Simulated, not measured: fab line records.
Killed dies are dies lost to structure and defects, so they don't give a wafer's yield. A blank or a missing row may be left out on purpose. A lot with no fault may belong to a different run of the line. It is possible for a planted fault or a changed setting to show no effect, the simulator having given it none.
fab line records	flow sfq-line
[record] lots = 6	wafers = 18	last-day = 92
route steps=325 shown I3@140 M4@148
lots that met no fault: from a run of the same line without faults
start-h: hours from the record's opening day to when the first of the lot's shown wafers began	wait-h: how many hours have passed since the lot's step before this one	" the same as in the row above	L1.1+2: several wafers, shown together as one row	- no value present, or no start provided	* or withheld: withheld	< > ~ a bound
route shown NAME@n: a module of which the file shows steps, and the number in the route of the first	usual: average and standard deviation across the fault-free wafers	same: alike in all rows	chamber/n: place in a boat	sites: per-site readings	_std_site: their standard deviation	_edge_site: inner sites' mean taken away from outer sites' mean	radius-mm: how far each site lies from the wafer's centre	mask NAME#n: copy n	behind: tool/chamber where the wafer was last shaped	hold: what put the lot on hold/how long, in hours/how the hold closed	device: whichever transistor did not switch (one of n, p or np)	end of line: the same wafers' tests at the end of the route	a step without rows: its recipe alone	killed: dies that structure and defects cost at the first sort, which is not the same as the wafer's yield	map: the dies of a wafer, with x for killed, . for not killed, _ for no die there
set.NAME: the setting the step ran with; set.NAME@STEP: the setting that earlier step ran with	model.NAME: the simulator's own value behind a step, which no gauge read
lots at selected steps of the route; one table per step, one row per wafer
services: the hour from which a tool's chamber was out of use, counted from the record's first day as start-h (under 0 if before that day), plus the number of hours and why
[[steps]]
[step SFQ_TRILAYER_I3_VIA_LITHO_EXPOSE_086]
[recipe] mask-id = I3	na = 0.6	source-shape = conventional	sigma-outer = 0.65	target-cd-nm = 500	dose-mj = 21.3
[step SFQ_TRILAYER_I3_VIA_LITHO_PEB_088]
[recipe] peb-temp-c = 115	peb-time-s = 60	resist = KrF
[step SFQ_TRILAYER_I3_VIA_LITHO_DEVELOP_087]
[recipe] time-s = 60	resist = KrF
[step SFQ_I3_OVL_MEAS_923]
[usual] I3_OVL = -2/6.2
lot.wafer	tool	chamber	start-h	wait-h	I3_OVL[nm]
L872.3	overlay-01	-	1202.12	0.1	-2
L872.4	"	-	"	"	0
L872.6	"	-	"	"	0
L877.2	overlay-01	-	1250.53	0.1	2
L877.4	"	-	"	"	-1
L877.6	"	-	"	"	-2
L879.1	overlay-01	-	1268.52	0.1	-9
L879.3	"	-	"	"	-11
L879.6	"	-	"	"	-8
L890.3	overlay-02	-	1348.83	0.1	1
L890.4	"	-	"	"	-7
L890.5	"	-	"	"	3
L892.1	overlay-02	-	1363.22	0.1	1
L892.2	"	-	"	"	-3
L892.4	"	-	"	"	7
L894.3	overlay-01	-	1387.23	0.1	-6
L894.4	"	-	"	"	-7
L894.5	"	-	"	"	-6
[step SFQ_TRILAYER_I3_VIA_BARC_OPEN_VIA_ETCH_121]
[recipe] mask-material = PR	chemistry = O2	target-depth-nm = 125	target = BARC	source-w = 500	bias-w = 80	pressure-mtorr = 30	time-s = 41.7
[usual] drypump-motor-current-A = 5.6/0.45	oes-product-au = 0.685/0.0049
lot.wafer	tool	chamber	start-h	wait-h	drypump-motor-current-A	oes-product-au	rf-hours-counter-h
L872.3	rie-diel-03	1	1202.14	0.0	4.8	0.687	15
L872.4	"	2	"	"	5.1	0.695	4
L872.6	"	2	"	"	5.1	0.684	-
L877.2	rie-diel-03	0	1250.56	0.0	5.3	0.688	7
L877.4	"	1	"	"	4.8	0.679	16
L877.6	"	2	"	"	5.1	0.687	-
L879.1	rie-diel-02	2	1268.56	0.0	6.0	0.686	15
L879.3	"	0	"	"	5.8	0.688	2
L879.6	"	2	"	"	6.0	0.689	-
L890.3	rie-diel-02	1	1348.85	0.0	5.3	0.682	9
L890.4	"	0	"	"	5.8	0.684	4
L890.5	"	3	"	"	6.2	0.679	-
L892.1	rie-diel-01	2	1363.25	0.0	5.7	0.677	0
L892.2	"	3	"	"	4.8	0.689	11
L892.4	"	0	"	"	5.9	0.683	1
L894.3	rie-diel-03	1	1387.25	0.0	4.8	0.686	18
L894.4	"	1	"	"	4.8	0.682	-
L894.5	"	2	"	"	5.1	0.684	-
[step SFQ_TRILAYER_I3_VIA_ETCH_VIA_ETCH_088]
[recipe] target = SiO2	stop-on = Nb	mask-material = PR	taper-deg = 20	chemistry = CHF3	target-depth-nm = 260	source-w = 500	bias-w = 80	pressure-mtorr = 30	time-s = withheld
[usual] drypump-motor-current-A = 5.6/0.45	oes-product-au = 0.854/0.0053
lot.wafer	tool	chamber	start-h	wait-h	drypump-motor-current-A	oes-product-au
L872.3	rie-diel-03	1	1202.18	0.0	4.8	0.844
L872.4	"	2	"	"	5.1	0.856
L872.6	"	2	"	"	5.1	0.849
L877.2	rie-diel-03	0	1250.60	0.0	5.2	0.856
L877.4	"	1	"	"	4.8	0.853
L877.6	"	2	"	"	5.1	0.851
L879.1	rie-diel-02	2	1268.60	0.0	6.0	0.847
L879.3	"	0	"	"	5.9	0.846
L879.6	"	2	"	"	6.0	0.855
L890.3	rie-diel-02	1	1348.89	0.0	5.3	0.854
L890.4	"	0	"	"	5.9	0.852
L890.5	"	3	"	"	6.2	0.850
L892.1	rie-diel-01	2	1363.29	0.0	5.7	0.855
L892.2	"	3	"	"	4.8	0.858
L892.4	"	0	"	"	5.9	0.853
L894.3	rie-diel-03	1	1387.29	0.0	4.8	0.844
L894.4	"	1	"	"	4.8	0.847
L894.5	"	2	"	"	5.1	0.852
[step SFQ_TRILAYER_I3_VIA_STRIP_STRIP_089]
[recipe] gas = O2	power-w = 200	platen-temp-c = 40	overash-fraction = 0.65	chemistry = O2	pressure-mtorr = 50
[usual] drypump-motor-current-A = 5.6/0.36	oes-product-au = 1.002/0.014
lot.wafer	tool	chamber	start-h	wait-h	drypump-motor-current-A	oes-product-au	rf-hours-counter-h
L872.3	rie-metal-02	0	1202.69	-	5.5	0.993	-
L872.4	"	0	"	"	5.6	0.999	-
L872.6	"	0	"	"	5.5	0.997	-
L877.2	rie-metal-03	0	1250.71	-	5.9	1.022	38
L877.4	"	1	"	"	5.2	0.976	-
L877.6	"	1	"	"	5.2	0.985	-
L879.1	rie-metal-04	1	1268.71	-	5.5	0.982	46
L879.3	"	1	"	"	5.5	0.983	-
L879.6	"	1	"	"	5.5	0.980	-
L890.3	rie-metal-03	0	1349.21	-	6.0	1.022	-
L890.4	"	1	"	"	5.2	0.991	-
L890.5	"	1	"	"	5.2	0.982	-
L892.1	rie-metal-03	1	1363.41	-	5.1	0.991	42
L892.2	"	0	"	"	5.9	1.019	54
L892.4	"	0	"	"	6.0	1.016	-
L894.3	rie-metal-03	1	1387.61	-	5.2	0.989	-
L894.4	"	0	"	"	5.9	1.006	-
L894.5	"	1	"	"	5.1	0.987	-
[step SFQ_TRILAYER_I3_VIA_STRIP_SOLV_CLEAN_090]
[recipe] chemistry = NMP	temp-c = 70	time-s = 600
[step SFQ_TRILAYER_M4_DEP_PRE_CLEAN_092]
[recipe] gas = Ar	time-s = 22.5	bias-v = 250
[step SFQ_TRILAYER_M4_DEP_SPUTTER_091]
[recipe] material = Nb	base-pressure-pa = 1.33e-06	chamber-pressure-pa = 0.1333	substrate-temp-c = 20	resputter-cathode-voltage-v = 400	target-thk-nm = 200	power-w = 2000	time-s = 133.3
[usual] throttle-valve-pct = 29.9/1.3
lot.wafer	tool	chamber	start-h	wait-h	throttle-valve-pct
L872.3	pvd-sputter-03	-	1203.70	0.0	27.8
L872.4	"	-	"	"	29.7
L872.6	"	-	"	"	29.7
L877.2	pvd-sputter-03	-	1251.73	0.0	27.9
L877.4	"	-	"	"	29.9
L877.6	"	-	"	"	28.0
L879.1	pvd-sputter-05	-	1269.51	0.0	31.1
L879.3	"	-	"	"	28.3
L879.6	"	-	"	"	31.1
L890.3	pvd-sputter-05	-	1349.81	0.0	31.1
L890.4	"	-	"	"	28.3
L890.5	"	-	"	"	31.3
L892.1	pvd-sputter-05	-	1364.23	0.0	31.1
L892.2	"	-	"	"	28.2
L892.4	"	-	"	"	31.2
L894.3	pvd-sputter-03	-	1388.21	0.0	29.9
L894.4	"	-	"	"	28.2
L894.5	"	-	"	"	30.5
[step SFQ_M4_RS_MEAS_924]
[recipe] thk-meas-gauge = four-point-probe	reads = Nb_of_TRILAYER_M4_DEP_SPUTTER_091
[usual] M4_NB_RS = 0.897/0.013
lot.wafer	tool	chamber	start-h	wait-h	M4_NB_RS[ohm/sq]
L872.3	film-metro-01	-	1203.83	0.1	0.895
L872.4	"	-	"	"	0.908
L872.6	"	-	"	"	0.917
L877.2	film-metro-01	-	1251.84	0.1	0.892
L877.4	"	-	"	"	0.909
L877.6	"	-	"	"	0.895
L879.1	film-metro-03	-	1269.60	0.0	0.880
L879.3	"	-	"	"	0.892
L879.6	"	-	"	"	0.883
L890.3	film-metro-03	-	1349.94	0.1	0.911
L890.4	"	-	"	"	0.906
L890.5	"	-	"	"	0.914
L892.1	film-metro-01	-	1364.32	0.0	0.888
L892.2	"	-	"	"	0.915
L892.4	"	-	"	"	0.917
L894.3	film-metro-03	-	1388.34	0.1	0.909
L894.4	"	-	"	"	0.911
L894.5	"	-	"	"	0.906
[step SFQ_TRILAYER_M4_LITHO_COAT_098]
[recipe] resist = BARC	spin-rpm = 3000	resist-thk-nm = 62
[usual] resist-line-temp-C = 22.97/0.12
lot.wafer	tool	chamber	start-h	wait-h	resist-line-temp-C	model.BARC_of_TRILAYER_M4_LITHO_COAT_098.thk-nm
L872.3	litho-track-03	0	1204.07	0.1	22.91	62.22
L872.4	"	0	"	"	22.91	62
L872.6	"	0	"	"	23.05	62.01
L877.2	litho-track-04	0	1252.05	0.1	22.94	61.85
L877.4	"	0	"	"	22.98	62.95
L877.6	"	0	"	"	23.08	62.71
L879.1	litho-track-04	0	1269.83	0.1	22.78	62.15
L879.3	"	0	"	"	23.04	62.04
L879.6	"	0	"	"	22.88	62.98
L890.3	litho-track-04	0	1350.18	0.1	22.98	61.9
L890.4	"	0	"	"	22.77	61.81
L890.5	"	0	"	"	22.98	61.8
L892.1	litho-track-02	0	1364.50	0.1	23.19	61.97
L892.2	"	0	"	"	23.15	61.96
L892.4	"	0	"	"	23.06	61.9
L894.3	litho-track-03	0	1388.58	0.1	22.89	61.59
L894.4	"	0	"	"	22.77	61.73
L894.5	"	0	"	"	22.89	61.58
[step SFQ_TRILAYER_M4_LITHO_COAT_093]
[recipe] resist = KrF	spin-rpm = 3000	resist-thk-nm = 600
[step SFQ_TRILAYER_M4_LITHO_SOFTBAKE_097]
[recipe] temp-c = withheld	time-s = withheld	resist = KrF
[step SFQ_TRILAYER_M4_LITHO_EXPOSE_094]
[recipe] mask-id = M4	na = 0.6	source-shape = conventional	sigma-outer = 0.65	target-cd-nm = 500	dose-mj = 14.4
[step SFQ_TRILAYER_M4_LITHO_PEB_096]
[recipe] peb-temp-c = 115	peb-time-s = 60	resist = KrF
[step SFQ_TRILAYER_M4_LITHO_DEVELOP_095]
[recipe] time-s = 60	resist = KrF
[step SFQ_M4_OVL_MEAS_926]
[usual] M4_OVL = 1/6.8
lot.wafer	tool	chamber	start-h	wait-h	M4_OVL[nm]
L872.3	overlay-02	-	1336.83	0.1	7
L872.4	"	-	"	"	6
L872.6	"	-	"	"	6
L877.2	overlay-01	-	1376.42	0.1	8
L877.4	"	-	"	"	7
L877.6	"	-	"	"	9
L879.1	overlay-01	-	1390.82	0.1	6
L879.3	"	-	"	"	5
L879.6	"	-	"	"	3
L890.3	overlay-01	-	1475.80	0.1	1
L890.4	"	-	"	"	4
L890.5	"	-	"	"	0
L892.1	overlay-01	-	1485.39	0.1	-7
L892.2	"	-	"	"	-2
L892.4	"	-	"	"	-6
L894.3	overlay-02	-	1503.40	0.1	-13
L894.4	"	-	"	"	-9
L894.5	"	-	"	"	-13
[step SFQ_TRILAYER_M4_BARC_OPEN_METAL_ETCH_123]
[recipe] mask-material = PR	chemistry = O2	target-depth-nm = 125	target = BARC	icp-w = 600	bias-w = 80	pressure-mtorr = 10	time-s = 41.7
[usual] drypump-motor-current-A = 5.8/0.41	oes-product-au = 0.684/0.0047
lot.wafer	tool	chamber	start-h	wait-h	drypump-motor-current-A	oes-product-au	rf-hours-counter-h	model.etch.depth-nm
L872.3	rie-metal-02	0	1336.87	0.0	5.5	0.684	-	62.22
L872.4	"	1	"	"	6.3	0.676	-	62
L872.6	"	0	"	"	5.6	0.689	-	62.01
L877.2	rie-metal-02	1	1376.45	0.0	6.3	0.681	105	61.85
L877.4	"	1	"	"	6.3	0.693	-	62.95
L877.6	"	1	"	"	6.3	0.687	-	62.71
L879.1	rie-metal-02	1	1390.85	0.0	6.3	0.683	108	62.15
L879.3	"	1	"	"	6.3	0.683	-	62.04
L879.6	"	1	"	"	6.3	0.692	-	62.98
L890.3	rie-metal-02	1	1475.85	0.0	6.3	0.675	-	61.9
L890.4	"	0	"	"	5.5	0.683	-	61.81
L890.5	"	1	"	"	6.3	0.697	-	61.8
L892.1	rie-metal-02	0	1485.43	0.0	5.5	0.680	99	61.97
L892.2	"	1	"	"	6.3	0.685	120	61.96
L892.4	"	1	"	"	6.3	0.679	-	61.9
L894.3	rie-metal-02	1	1503.45	0.0	6.3	0.680	-	61.59
L894.4	"	0	"	"	5.5	0.681	-	61.73
L894.5	"	0	"	"	5.5	0.682	-	61.58
[step SFQ_TRILAYER_M4_ETCH_METAL_ETCH_096]
[recipe] target = Nb	stop-on = SiO2	mask-material = PR	chemistry = Cl2/Ar	target-depth-nm = 240	icp-w = 600	bias-w = 80	pressure-mtorr = 10	time-s = 120
[usual] drypump-motor-current-A = 5.8/0.41	oes-product-au = 0.891/0.0085
lot.wafer	tool	chamber	start-h	wait-h	drypump-motor-current-A	oes-product-au	rf-hours-counter-h
L872.3	rie-metal-02	0	1336.95	0.1	5.5	0.890	-
L872.4	"	1	"	"	6.3	0.883	-
L872.6	"	0	"	"	5.5	0.881	-
L877.2	rie-metal-02	1	1376.51	0.0	6.3	0.890	105
L877.4	"	1	"	"	6.3	0.886	-
L877.6	"	1	"	"	6.3	0.888	-
L879.1	rie-metal-02	1	1390.91	0.0	6.3	0.904	108
L879.3	"	1	"	"	6.3	0.893	-
L879.6	"	1	"	"	6.3	0.899	-
L890.3	rie-metal-02	1	1475.93	0.1	6.3	0.884	-
L890.4	"	0	"	"	5.5	0.892	-
L890.5	"	1	"	"	6.3	0.878	-
L892.1	rie-metal-02	0	1485.51	0.1	5.5	0.894	99
L892.2	"	1	"	"	6.3	0.886	120
L892.4	"	1	"	"	6.3	0.876	-
L894.3	rie-metal-02	1	1503.53	0.1	6.3	0.878	-
L894.4	"	0	"	"	5.5	0.890	-
L894.5	"	0	"	"	5.5	0.879	-
[[services]]
tool	chamber	start-h	hours	kind
rie-diel-02	-	1186.52	0.6	repair
rie-metal-02	1	1188.84	15.4	repair
rie-metal-03	1	1228.27	13.3	repair
rie-diel-02	-	1228.68	2.8	pm
rie-metal-03	-	1257.21	0.5	repair
rie-diel-03	1	1261.55	6.4	repair
rie-metal-03	0	1276.30	8.4	repair
rie-metal-02	-	1281.98	1.4	pm
rie-diel-03	3	1282.83	12.2	repair
rie-metal-02	-	1292.12	1.8	repair
rie-diel-03	0	1295.43	3.0	repair
rie-diel-03	3	1306.97	10.2	repair
rie-diel-03	0	1309.42	1.7	repair
rie-diel-03	0	1328.47	5.1	repair
rie-diel-03	1	1328.91	7.7	repair
rie-diel-02	1	1366.58	17.3	repair
rie-diel-02	3	1369.40	6.6	repair
rie-diel-02	-	1373.92	14.6	pm
rie-diel-03	3	1386.26	1.2	repair
rie-diel-02	-	1389.09	0.1	repair
rie-diel-03	-	1408.02	19.1	repair
rie-metal-03	1	1430.64	24.1	repair
rie-metal-02	-	1451.27	0.7	repair
rie-diel-03	1	1465.34	2.5	repair
[[key]]
first-sign none at tools or gauges
[model-effect] step = SFQ_TRILAYER_M4_LITHO_COAT_098	value = BARC_of_TRILAYER_M4_LITHO_COAT_098.thk-nm	without = 61.86	struck = 62.88
[model-effect] step = SFQ_TRILAYER_M4_BARC_OPEN_METAL_ETCH_123	value = etch.depth-nm	without = 61.86	struck = 62.88
met-at SFQ_TRILAYER_M4_LITHO_COAT_098
struck-wafers L877.4,L877.6,L879.6
[fault] kind = process-parameter-drift	tool = litho-track-04	chamber = -	onset-h = 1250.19	steps = SFQ_TRILAYER_M4_LITHO_COAT_098	channel = resist-thk-nm	offset = 1.0247	shape = step	end-h = 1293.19	scope = struck-wafers-only	acts-in = these-recipes-only	stated = 62
